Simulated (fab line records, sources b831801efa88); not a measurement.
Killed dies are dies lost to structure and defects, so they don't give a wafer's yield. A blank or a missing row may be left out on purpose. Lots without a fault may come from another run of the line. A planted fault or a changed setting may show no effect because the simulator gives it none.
A struck lot beside a sound one | flow sky130 | 44 steps out of a route of 708
Sound: wafers L461.1, L461.5, L461.6. Struck: wafers L469.1, L469.3, L469.6. The cause comes at the end.
At each step with rows: each side's tool, then ch and its chambers, then its first start. Under that, the readings that differ: sound wafers | struck wafers | difference of the means | sigmas: that difference in standard deviations of wafers without a fault.
alike: readings whose means differ by less than 2 such deviations, and words and numbers that are the same on both sides. not compared: withheld readings, readings that some wafer has no value for, bounds like >300 that may hide the same value, and numbers for which the record gives no deviation and whose values overlap.
The two part at a step that has a row with sigmas, a row that says differs or no value, or rows on one side only. Numbers that don't overlap but have no deviation are shown without sigmas and don't part them. A reading that every wafer of one side lacks parts them only if that side has two wafers or more.

first, 2 steps without rows for these wafers: SKY_DNWELL_DEVELOP_06 (develop time 60 s); SKY_DNWELL_IMPLANT_07.
SKY_DNWELL_STRIP_08: strips in O2/N2.
  sound on plasma_asher-01 ch 0,1, day 4 03:20; struck on plasma_asher-03 ch 0,1, day 5 13:40
  alike: drypump_motor_current_A, o2_flow_sccm, oes_product_au, strip_time_to_endpoint_s
  not compared: rf_hours_counter_h
SKY_DNWELL_TW_MEAS_09:
  sound on film_metro-04, day 4 03:26; struck on film_metro-04, day 5 13:46
  alike: DNWELL_TW
then, 7 steps without rows for these wafers: SKY_PWDE_DEHYDRATE_00 (time 60 s); SKY_PWDE_HMDS_01 (prime time 60 s); SKY_PWDE_COAT_02 (resist thk 3000 nm); SKY_PWDE_SOFTBAKE_03; SKY_PWDE_EXPOSE_04 (exposes mask PWDEM, target cd 840 nm); SKY_PWDE_PEB_05; SKY_PWDE_DEVELOP_06 (develop time 60 s).
SKY_PWDE_OVL_MEAS_07:
  sound on overlay-02, day 4 19:34; struck on overlay-02, day 6 07:34
  alike: PWDE_OVL
SKY_PWDE_IMPLANT_08:
  sound on implanter-02 ch 0, day 4 19:36; struck on implanter-01 ch 0, day 6 07:36
  reading                   | sound                | struck               | difference | sigmas
  beam_energy_keV           | 150.00 150.00 149.94 | 115.54 115.50 115.51 | -34.46     | -99 or more
  model.implant.drp_nm (nm) | 97.97 97.97 97.97    | 88.62 88.62 88.62    | -9.35      |
  alike: beam_on_s
SKY_PWDE_STRIP_09: strips in O2/N2.
  sound on plasma_asher-03 ch 0,1, day 4 19:45; struck on plasma_asher-04 ch 0,1, day 6 07:45
  alike: drypump_motor_current_A, o2_flow_sccm, oes_product_au, strip_time_to_endpoint_s
  not compared: rf_hours_counter_h
SKY_PWDE_TW_MEAS_10:
  sound on film_metro-01, day 4 19:51; struck on film_metro-01, day 6 07:51
  alike: PWDE_TW
then, 7 steps without rows for these wafers: SKY_NWELL_DEHYDRATE_03 (time 60 s); SKY_NWELL_HMDS_04 (prime time 60 s); SKY_NWELL_COAT_05 (resist thk 3000 nm); SKY_NWELL_SOFTBAKE_06; SKY_NWELL_EXPOSE_07 (exposes mask NWM, target cd 840 nm); SKY_NWELL_PEB_08; SKY_NWELL_DEVELOP_09 (develop time 60 s).
SKY_NWELL_OVL_MEAS_10:
  sound on overlay-02, day 5 13:52; struck on overlay-01, day 7 02:26
  alike: NWELL_00_OVL
then, 3 steps without rows for these wafers: SKY_NWELL_IMPLANT_11; SKY_NWELL_IMPLANT_12; SKY_NWELL_IMPLANT_13.
SKY_NWELL_STRIP_14: strips in O2/N2.
  sound on plasma_asher-04 ch 0,1, day 5 14:21; struck on plasma_asher-01 ch 0, day 7 02:56
  alike: drypump_motor_current_A, o2_flow_sccm, oes_product_au, strip_time_to_endpoint_s
  not compared: rf_hours_counter_h
SKY_NWELL_TW_MEAS_15:
  sound on film_metro-01, day 5 14:27; struck on film_metro-04, day 7 03:02
  reading  | sound          | struck         | difference | sigmas
  NWELL_TW | 1827 1817 1825 | 1763 1763 1766 | -59        | -2
then, 7 steps without rows for these wafers: SKY_NWELL_DEHYDRATE_16 (time 60 s); SKY_NWELL_HMDS_17 (prime time 60 s); SKY_NWELL_COAT_18 (resist thk 3000 nm); SKY_NWELL_SOFTBAKE_19; SKY_NWELL_EXPOSE_20 (exposes mask NWM COMPLEMENT, target cd 840 nm); SKY_NWELL_PEB_21; SKY_NWELL_DEVELOP_22 (develop time 60 s).
SKY_NWELL_OVL_MEAS_23:
  sound on overlay-01, day 6 07:17; struck on overlay-02, day 7 21:49
  alike: NWELL_01_OVL
then, 1 step without rows for these wafers: SKY_NWELL_IMPLANT_24.
SKY_NWELL_STRIP_25: strips in O2/N2.
  sound on plasma_asher-03 ch 0,1, day 6 07:29; struck on plasma_asher-04 ch 0,1, day 7 22:01
  alike: drypump_motor_current_A, o2_flow_sccm, oes_product_au, strip_time_to_endpoint_s
  not compared: rf_hours_counter_h
SKY_NWELL_TW_MEAS_26:
  sound on film_metro-04, day 6 07:35; struck on film_metro-04, day 7 22:07
  alike: NWELL_2_TW
then, 1 step without rows for these wafers: SKY_NWELL_CLEAN_27 (cleans in SC1/SC2, time 150 s).
SKY_NWELL_RTA_28: time 30 s.
  sound on rtp_anneal-01 ch 0, day 6 07:41; struck on rtp_anneal-02 ch 0, day 7 22:13
  reading           | sound                | struck               | difference | sigmas
  anneal_temp_c_max | 1055.0 1052.8 1054.5 | 1057.2 1054.6 1056.3 | +1.9       | +2
  alike: lamp_power_pct, wafer_temp_C_max
SKY_NWELL_RS_MEAS_29: measures by four-point-probe.
  sound on film_metro-03, day 6 07:47; struck on film_metro-03, day 7 22:19
  reading           | sound             | struck            | difference | sigmas
  NWELL_RS (ohm/sq) | 623.9 624.6 623.1 | 626.2 627.3 626.8 | +2.9       | +2
SKY_NWELL_RS_MEAS_31: measures by four-point-probe.
  sound on film_metro-03, day 6 08:02; struck on film_metro-03, day 7 22:34
  reading          | sound          | struck         | difference | sigmas
  PWDE_RS (ohm/sq) | 5276 5293 5285 | 5370 5369 5359 | +81        | +4
-- the record jumps here: 41 days lie between the struck wafers' starts before and after (it left off in module NWELL and takes up again in module PAD_OPEN, whose first step shown is number 708 of the route) --
SKY_PAD_OPEN_PROBE_99:
  sound on prober-01, day 47 00:44; struck on prober-01, day 48 12:41
  reading                                 | sound                         | struck                        | difference | sigmas
  model.etest.res_p_drift_20v.line_ohm_um | 1.249e+04 1.246e+04 1.25e+04  | 2.962e+04 3.24e+04 2.694e+04  | +1.717e+04 |
  model.etest.res_p_drift_20v.rs_ohm_sq   | 1.028e+04 1.038e+04 1.027e+04 | 2.436e+04 2.737e+04 2.249e+04 | +1.443e+04 |
  alike: killed_at_M0_to_M3, killed_at_M4_up, killed_at_contacts, killed_at_front_end, killed_at_other, killed_dies, killed_open, killed_short

WHERE THEY PART
First at SKY_PWDE_IMPLANT_08; last, within this record, at SKY_NWELL_RS_MEAS_31. Later steps at which nothing parts them and some readings are alike: SKY_PAD_OPEN_PROBE_99.

WHY: what the simulator had put in
Process parameter drift: implanter-01, from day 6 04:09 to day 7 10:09, at SKY_PWDE_IMPLANT_08. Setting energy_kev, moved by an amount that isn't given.
